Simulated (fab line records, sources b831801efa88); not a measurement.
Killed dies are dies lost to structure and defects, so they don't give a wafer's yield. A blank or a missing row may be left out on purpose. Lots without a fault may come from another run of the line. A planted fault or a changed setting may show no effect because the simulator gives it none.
A struck lot beside a sound one | flow gf180mcu | 21 steps out of a route of 602
Sound: wafers L623.1, L623.2, L623.4. Struck: wafers L613.3, L613.5, L613.6. The cause comes at the end.
At each step with rows: each side's tool, then ch and its chambers, then its first start. Under that, the readings that differ: sound wafers | struck wafers | difference of the means | sigmas: that difference in standard deviations of wafers without a fault.
alike: readings whose means differ by less than 2 such deviations, and words and numbers that are the same on both sides. not compared: withheld readings, readings that some wafer has no value for, bounds like >300 that may hide the same value, and numbers for which the record gives no deviation and whose values overlap.
The two part at a step that has a row with sigmas, a row that says differs or no value, or rows on one side only. Numbers that don't overlap but have no deviation are shown without sigmas and don't part them. A reading that every wafer of one side lacks parts them only if that side has two wafers or more.

first, 3 steps without rows for these wafers: GF_MVSD_EXPOSE_04 (exposes mask MVSD, target cd 1000 nm); GF_MVSD_PEB_05; GF_MVSD_DEVELOP_06 (develop time 60 s).
GF_MVSD_OVL_MEAS_07:
  sound on overlay-01, day 8 05:10; struck on overlay-01, day 5 14:19
  alike: MVSD_OVL
then, 2 steps without rows for these wafers: GF_MVSD_IMPLANT_08; GF_MVSD_IMPLANT_09.
GF_MVSD_STRIP_10: strips in O2/N2.
  sound on plasma_asher-01 ch 0,1, day 8 05:29; struck on plasma_asher-01 ch 0,1, day 5 14:40
  alike: chamber_pressure_mTorr, drypump_motor_current_A, heater_power_w, oes_product_au, platen_temp_c, strip_time_to_endpoint_s
  not compared: rf_hours_counter_h
GF_MVSD_TW_MEAS_11:
  sound on film_metro-04, day 8 05:35; struck on film_metro-04, day 5 14:46
  alike: MVSD_TW
then, 4 steps without rows for these wafers: GF_MVPSD_DEHYDRATE_00 (time 60 s); GF_MVPSD_HMDS_01 (prime time 60 s); GF_MVPSD_COAT_02 (resist thk 3000 nm); GF_MVPSD_SOFTBAKE_03.
GF_MVPSD_EXPOSE_04: exposes mask MVPSD, target cd 1000 nm.
  sound on iline_stepper-01 ch 0, day 8 13:24; struck on iline_stepper-01 ch 0, day 5 22:23
  reading | sound                   | struck               | difference | sigmas
  mask    | MVPSD#0 MVPSD#0 MVPSD#0 | MVSD#0 MVSD#0 MVSD#0 | differs    |
then, 2 steps without rows for these wafers: GF_MVPSD_PEB_05; GF_MVPSD_DEVELOP_06 (develop time 60 s).
GF_MVPSD_OVL_MEAS_07:
  sound on overlay-01, day 8 21:45; struck on overlay-01, day 6 05:23
  reading        | sound          | struck | difference                    | sigmas
  MVPSD_OVL (nm) | -1.0 -0.5 -1.6 | - - -  | no value on the struck wafers |
then, 2 steps without rows for these wafers: GF_MVPSD_IMPLANT_08; GF_MVPSD_IMPLANT_09.
GF_MVPSD_STRIP_10: strips in O2/N2.
  sound on plasma_asher-03 ch 0,1, day 8 22:05; struck on plasma_asher-03 ch 0,1, day 6 05:44
  alike: chamber_pressure_mTorr, drypump_motor_current_A, heater_power_w, oes_product_au, platen_temp_c, strip_time_to_endpoint_s
  not compared: rf_hours_counter_h
GF_MVPSD_TW_MEAS_11:
  sound on film_metro-04, day 8 22:11; struck on film_metro-02, day 6 06:10
  reading  | sound       | struck   | difference | sigmas
  MVPSD_TW | 561 558 556 | 29 30 30 | -529       | -83
  not compared: hold
then, 1 step without rows for these wafers: GF_PASSIVATION_PROBE_99.

WHERE THEY PART
First at GF_MVPSD_EXPOSE_04; last, within this record, at GF_MVPSD_TW_MEAS_11.

WHY: what the simulator had put in
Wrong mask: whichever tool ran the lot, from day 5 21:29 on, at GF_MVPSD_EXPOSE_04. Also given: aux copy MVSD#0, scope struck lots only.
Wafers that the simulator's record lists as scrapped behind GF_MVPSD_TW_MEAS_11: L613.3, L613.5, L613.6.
